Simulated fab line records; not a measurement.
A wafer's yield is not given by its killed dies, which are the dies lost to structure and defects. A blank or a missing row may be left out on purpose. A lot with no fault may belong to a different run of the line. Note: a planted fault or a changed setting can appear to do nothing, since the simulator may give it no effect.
fab line records -- flow sky130
record: lots: 14, wafers: 42, last-day: 51
route steps=708 shown NWELL@81 VT_ADJUST_LVTN@104 SONOS_ONO@170
lots with no fault: from the same line, run without faults
start-h: start of the lot's first displayed wafer, in hours after the record's first day -- wait-h: time in hours since the lot's previous step -- " same as the row above -- L1.1+2: several wafers, shown together as one row -- - value missing, or start not given -- * or withheld: withheld -- < > ~ a bound
route shown NAME@n: NAME is a module with steps in the file, n the number in the route of the first one -- usual: mean/standard deviation taken from wafers without a fault -- same: alike in all rows -- chamber/n: place in a boat -- sites: the reading at each site -- _std_site: how widely they spread, as a standard deviation -- _edge_site: mean of outer sites minus mean of inner sites -- radius-mm: for every site, how far away it sits from the centre of the wafer -- mask NAME#n: copy n -- behind: the tool/chamber that last shaped the wafer -- hold: what put the lot on hold/how long, in hours/how the hold closed -- device: whichever transistor did not switch (one of n, p or np) -- end of line: tests run on the same wafers once the route is complete -- a step given without rows: its recipe and nothing more -- killed: dies that structure and defects cost at the first sort, which is not the same as the wafer's yield -- map: the dies of a wafer, with x for killed, . for not killed, _ for no die there
set.NAME: setting as actually run; set.NAME@STEP: the setting as run at that earlier step -- model.NAME: the simulator's own value behind a step, which no gauge read
route steps across a sampled set of lots; one table per step, one row per wafer
services: the hour from which a tool's chamber was out of use, counted from the record's first day as start-h (under 0 if before that day), plus the number of hours and why
== steps ==
step: SKY_NWELL_RTA_28
recipe: temp-c: 1050, time-s: 30, idle-temp-c: 650, ramp-up-c-per-s: 150, ramp-down-c-per-s: 90, ambient: N2
usual: lamp-power-pct: 25.31/0.053, ramp-up-c-per-s: 150.00/0.027, wafer_temp_C_max: 1054.8/0.86
lot.wafer,tool,chamber,start-h,wait-h,lamp-power-pct,ramp-up-c-per-s,wafer_temp_C_max
L565.2,rtp-anneal-02,0,109.78,0.0,25.24,150.02,1054.4
L565.4,rtp-anneal-02,0,109.78,0.0,25.35,150.03,1054.8
L565.5,rtp-anneal-02,0,109.78,0.0,25.42,150.04,1053.3
L566.3,rtp-anneal-02,0,120.55,0.0,25.33,150.01,1054.4
L566.5,rtp-anneal-02,0,120.55,0.0,25.37,149.99,1054.6
L566.6,rtp-anneal-02,0,120.55,0.0,25.37,150.00,1053.9
L567.1,rtp-anneal-01,0,124.64,0.0,25.45,149.95,1054.7
L567.3,rtp-anneal-01,0,124.64,0.0,25.29,149.98,1056.2
L567.5,rtp-anneal-01,0,124.64,0.0,25.35,149.99,1055.5
L568.1,rtp-anneal-02,0,131.56,0.0,25.36,150.04,1054.3
L568.5,rtp-anneal-02,0,131.56,0.0,25.32,150.01,1055.6
L568.6,rtp-anneal-02,0,131.56,0.0,25.35,150.00,1054.2
L571.2,rtp-anneal-02,0,145.98,0.0,25.34,150.04,1054.3
L571.4,rtp-anneal-02,0,145.98,0.0,25.29,149.99,1055.7
L571.5,rtp-anneal-02,0,145.98,0.0,25.36,150.02,1056.0
L573.2,rtp-anneal-01,0,158.52,0.0,25.22,149.99,1054.6
L573.4,rtp-anneal-01,0,158.52,0.0,25.22,149.98,1054.3
L573.6,rtp-anneal-01,0,158.52,0.0,25.29,150.06,1054.0
L574.1,rtp-anneal-02,0,165.22,0.0,25.27,149.99,1053.7
L574.5,rtp-anneal-02,0,165.22,0.0,25.33,149.95,1054.6
L574.6,rtp-anneal-02,0,165.22,0.0,25.32,149.99,1054.9
L575.1,rtp-anneal-02,0,171.22,0.0,25.30,149.98,1054.2
L575.3,rtp-anneal-02,0,171.22,0.0,25.19,150.03,1055.5
L575.4,rtp-anneal-02,0,171.22,0.0,25.33,149.98,1055.3
L576.1,rtp-anneal-02,0,176.67,0.0,25.43,149.98,1054.1
L576.3,rtp-anneal-02,0,176.67,0.0,25.30,149.98,1054.6
L576.4,rtp-anneal-02,0,176.67,0.0,25.34,149.95,1054.3
L584.1,rtp-anneal-02,0,225.42,0.0,25.31,150.03,1054.9
L584.3,rtp-anneal-02,0,225.42,0.0,25.30,150.00,1054.7
L584.4,rtp-anneal-02,0,225.42,0.0,25.42,149.97,1054.5
L585.3,rtp-anneal-01,0,229.96,0.0,25.39,149.98,1055.5
L585.5,rtp-anneal-01,0,229.96,0.0,25.32,150.03,1055.8
L585.6,rtp-anneal-01,0,229.96,0.0,25.25,150.04,1054.3
L586.1,rtp-anneal-02,0,243.36,0.0,25.36,150.03,1054.0
L586.4,rtp-anneal-02,0,243.36,0.0,25.33,149.98,1054.7
L586.5,rtp-anneal-02,0,243.36,0.0,25.26,150.00,1055.9
L587.2,rtp-anneal-01,0,244.29,0.0,25.34,150.01,1054.6
L587.4,rtp-anneal-01,0,244.29,0.0,25.37,149.98,1053.9
L587.5,rtp-anneal-01,0,244.29,0.0,25.26,150.01,1054.7
L588.2,rtp-anneal-01,0,250.46,0.0,25.31,149.99,1054.9
L588.5,rtp-anneal-01,0,250.46,0.0,25.26,150.00,1054.6
L588.6,rtp-anneal-01,0,250.46,0.0,25.34,149.96,1055.2
step: SKY_VT_ADJUST_LVTN_OVL_MEAS_07
usual: VT_ADJUST_LVTN_OVL: -0.1/1.3
lot.wafer,tool,chamber,start-h,wait-h,VT_ADJUST_LVTN_OVL[nm]
L565.2,overlay-01,-,150.57,-,-1.3
L565.4,overlay-01,-,150.57,-,-0.9
L565.5,overlay-01,-,150.57,-,-0.7
L566.3,overlay-02,-,162.13,-,0.8
L566.5,overlay-02,-,162.13,-,0.6
L566.6,overlay-02,-,162.13,-,-0.5
L567.1,overlay-02,-,166.72,-,0.3
L567.3,overlay-02,-,166.72,-,0.4
L567.5,overlay-02,-,166.72,-,1.4
L568.1,overlay-02,-,174.92,-,-0.6
L568.5,overlay-02,-,174.92,-,0.1
L568.6,overlay-02,-,174.92,-,-0.6
L571.2,overlay-01,-,189.71,-,0.0
L571.4,overlay-01,-,189.71,-,-0.8
L571.5,overlay-01,-,189.71,-,-0.2
L573.2,overlay-02,-,204.12,-,0.4
L573.4,overlay-02,-,204.12,-,-1.4
L573.6,overlay-02,-,204.12,-,0.0
L574.1,overlay-02,-,210.42,-,-0.4
L574.5,overlay-02,-,210.42,-,-0.2
L574.6,overlay-02,-,210.42,-,-1.8
L575.1,overlay-02,-,216.66,-,-0.8
L575.3,overlay-02,-,216.66,-,-0.3
L575.4,overlay-02,-,216.66,-,-0.6
L576.1,overlay-01,-,222.87,-,-0.2
L576.3,overlay-01,-,222.87,-,-0.3
L576.4,overlay-01,-,222.87,-,-0.8
L584.1,overlay-02,-,273.86,-,-0.1
L584.3,overlay-02,-,273.86,-,0.3
L584.4,overlay-02,-,273.86,-,0.3
L585.3,overlay-01,-,277.92,-,-1.6
L585.5,overlay-01,-,277.92,-,-1.6
L585.6,overlay-01,-,277.92,-,-0.3
L586.1,overlay-02,-,292.92,-,1.2
L586.4,overlay-02,-,292.92,-,1.9
L586.5,overlay-02,-,292.92,-,0.1
L587.2,overlay-02,-,294.16,-,2.4
L587.4,overlay-02,-,294.16,-,1.6
L587.5,overlay-02,-,294.16,-,3.0
L588.2,overlay-02,-,300.52,-,-0.5
L588.5,overlay-02,-,300.52,-,1.0
L588.6,overlay-02,-,300.52,-,-1.0
step: SKY_VT_ADJUST_LVTN_TW_MEAS_10
usual: VT_ADJUST_LVTN_TW: 239.5/1.6
lot.wafer,tool,chamber,start-h,wait-h,VT_ADJUST_LVTN_TW
L565.2,film-metro-03,-,150.86,0.1,238.7
L565.4,film-metro-03,-,150.86,0.1,240.3
L565.5,film-metro-03,-,150.86,0.1,240.2
L566.3,film-metro-01,-,162.42,0.1,237.7
L566.5,film-metro-01,-,162.42,0.1,237.7
L566.6,film-metro-01,-,162.42,0.1,238.5
L567.1,film-metro-03,-,167.00,0.1,239.9
L567.3,film-metro-03,-,167.00,0.1,241.1
L567.5,film-metro-03,-,167.00,0.1,239.1
L568.1,film-metro-01,-,175.20,0.1,238.6
L568.5,film-metro-01,-,175.20,0.1,237.2
L568.6,film-metro-01,-,175.20,0.1,238.3
L571.2,film-metro-01,-,190.00,0.1,237.2
L571.4,film-metro-01,-,190.00,0.1,237.6
L571.5,film-metro-01,-,190.00,0.1,238.0
L573.2,film-metro-01,-,204.41,0.1,240.4
L573.4,film-metro-01,-,204.41,0.1,239.2
L573.6,film-metro-01,-,204.41,0.1,239.4
L574.1,film-metro-01,-,210.70,0.1,238.0
L574.5,film-metro-01,-,210.70,0.1,240.2
L574.6,film-metro-01,-,210.70,0.1,238.9
L575.1,film-metro-04,-,216.94,0.1,243.1
L575.3,film-metro-04,-,216.94,0.1,243.3
L575.4,film-metro-04,-,216.94,0.1,243.8
L576.1,film-metro-03,-,223.15,0.1,239.0
L576.3,film-metro-03,-,223.15,0.1,239.2
L576.4,film-metro-03,-,223.15,0.1,238.1
L584.1,film-metro-01,-,274.14,0.1,239.5
L584.3,film-metro-01,-,274.14,0.1,238.7
L584.4,film-metro-01,-,274.14,0.1,239.8
L585.3,film-metro-03,-,278.21,0.1,239.6
L585.5,film-metro-03,-,278.21,0.1,239.0
L585.6,film-metro-03,-,278.21,0.1,238.1
L586.1,film-metro-01,-,293.20,0.1,239.8
L586.4,film-metro-01,-,293.20,0.1,240.6
L586.5,film-metro-01,-,293.20,0.1,240.6
L587.2,film-metro-01,-,294.45,0.1,238.7
L587.4,film-metro-01,-,294.45,0.1,241.3
L587.5,film-metro-01,-,294.45,0.1,240.3
L588.2,film-metro-04,-,300.81,0.1,241.5
L588.5,film-metro-04,-,300.81,0.1,242.0
L588.6,film-metro-04,-,300.81,0.1,240.9
step: SKY_SONOS_ONO_CVD_02
recipe: material: Si3N4, precursor: DCS/NH3, target-thk-nm: 10.5, temp-c: 770, time-s: 189, pressure-mtorr: 250
usual: pressure-mtorr: 250.0/0.4, spike-tc-bottom-C: 790.2/2.3, susceptor-temp-C: 770.0/0.32
lot.wafer,tool,chamber,start-h,wait-h,pressure-mtorr,spike-tc-bottom-C,susceptor-temp-C
L565.2,lpcvd-02,0,270.17,1.5,250.4,792.9,770.3
L565.4,lpcvd-02,0,270.17,1.5,250.6,792.2,771.0
L565.5,lpcvd-02,0,270.17,1.5,249.9,795.4,770.2
L566.3,lpcvd-02,1,281.20,0.1,249.7,789.4,770.2
L566.5,lpcvd-02,1,281.20,0.1,249.8,787.9,770.2
L566.6,lpcvd-02,1,281.20,0.1,249.7,787.9,770.0
L567.1,lpcvd-02,1,286.26,0.1,249.9,788.8,770.2
L567.3,lpcvd-02,1,286.26,0.1,249.9,789.4,770.0
L567.5,lpcvd-02,1,286.26,0.1,250.5,788.6,770.3
L568.1,lpcvd-02,1,296.41,0.1,249.8,787.6,770.4
L568.5,lpcvd-02,1,296.41,0.1,250.3,788.9,770.1
L568.6,lpcvd-02,1,296.41,0.1,250.5,787.9,769.8
L571.2,lpcvd-02,1,313.92,0.5,250.2,788.2,769.5
L571.4,lpcvd-02,1,313.92,0.5,250.3,789.6,769.8
L571.5,lpcvd-02,1,313.92,0.5,250.6,787.0,770.1
L573.2,lpcvd-02,0,331.43,1.6,249.6,794.3,769.6
L573.4,lpcvd-02,0,331.43,1.6,250.0,792.5,770.0
L573.6,lpcvd-02,0,331.43,1.6,250.0,791.3,770.1
L574.1,lpcvd-02,1,339.65,1.7,249.5,789.0,770.4
L574.5,lpcvd-02,1,339.65,1.7,249.7,789.2,770.0
L574.6,lpcvd-02,1,339.65,1.7,250.3,787.7,770.0
L575.1,lpcvd-02,1,344.65,0.4,-,-,-
L575.3,lpcvd-02,1,344.65,0.4,-,-,-
L575.4,lpcvd-02,1,344.65,0.4,-,-,-
L576.1,lpcvd-02,1,360.11,2.5,-,-,-
L576.3,lpcvd-02,1,360.11,2.5,-,-,-
L576.4,lpcvd-02,1,360.11,2.5,-,-,-
L584.1,lpcvd-02,0,419.11,0.3,249.5,793.6,769.5
L584.3,lpcvd-02,0,419.11,0.3,249.9,793.1,769.8
L584.4,lpcvd-02,0,419.11,0.3,249.8,795.2,769.4
L585.3,lpcvd-02,1,421.36,1.3,250.1,790.8,769.6
L585.5,lpcvd-02,1,421.36,1.3,250.5,789.2,769.9
L585.6,lpcvd-02,1,421.36,1.3,250.4,790.1,769.1
L586.1,lpcvd-02,1,440.22,2.0,250.2,786.3,769.8
L586.4,lpcvd-02,1,440.22,2.0,250.2,787.4,769.8
L586.5,lpcvd-02,1,440.22,2.0,249.8,789.0,769.7
L587.2,lpcvd-02,1,441.27,1.1,250.0,788.0,769.9
L587.4,lpcvd-02,1,441.27,1.1,250.1,789.3,769.9
L587.5,lpcvd-02,1,441.27,1.1,249.7,789.2,769.6
L588.2,lpcvd-02,1,451.89,0.0,249.8,787.8,770.3
L588.5,lpcvd-02,1,451.89,0.0,249.0,788.7,769.9
L588.6,lpcvd-02,1,451.89,0.0,249.4,788.8,769.9
== services ==
tool,chamber,start-h,hours,kind
lpcvd-02,-,175.20,0.5,repair
rtp-anneal-01,-,237.68,5.5,pm
== key ==
first-sign: step: SKY_SONOS_ONO_CVD_02, reading: tool-record, direction: missing
effect none on later readings
met-at SKY_SONOS_ONO_CVD_02
struck-lots L575,L576
scrapped-behind SKY_SONOS_ONO_THK_MEAS_03 L575.1,L575.3,L575.4,L576.1,L576.3,L576.4
not-acting-at SKY_NWELL_RTA_28,SKY_VT_ADJUST_LVTN_OVL_MEAS_07,SKY_VT_ADJUST_LVTN_TW_MEAS_10
onset-between 339.65 344.65
fault: kind: skipped-step-whole, tool: lpcvd-02, chamber: -, onset-h: 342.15, steps: SKY_SONOS_ONO_CVD_02, scope: struck-lots-only
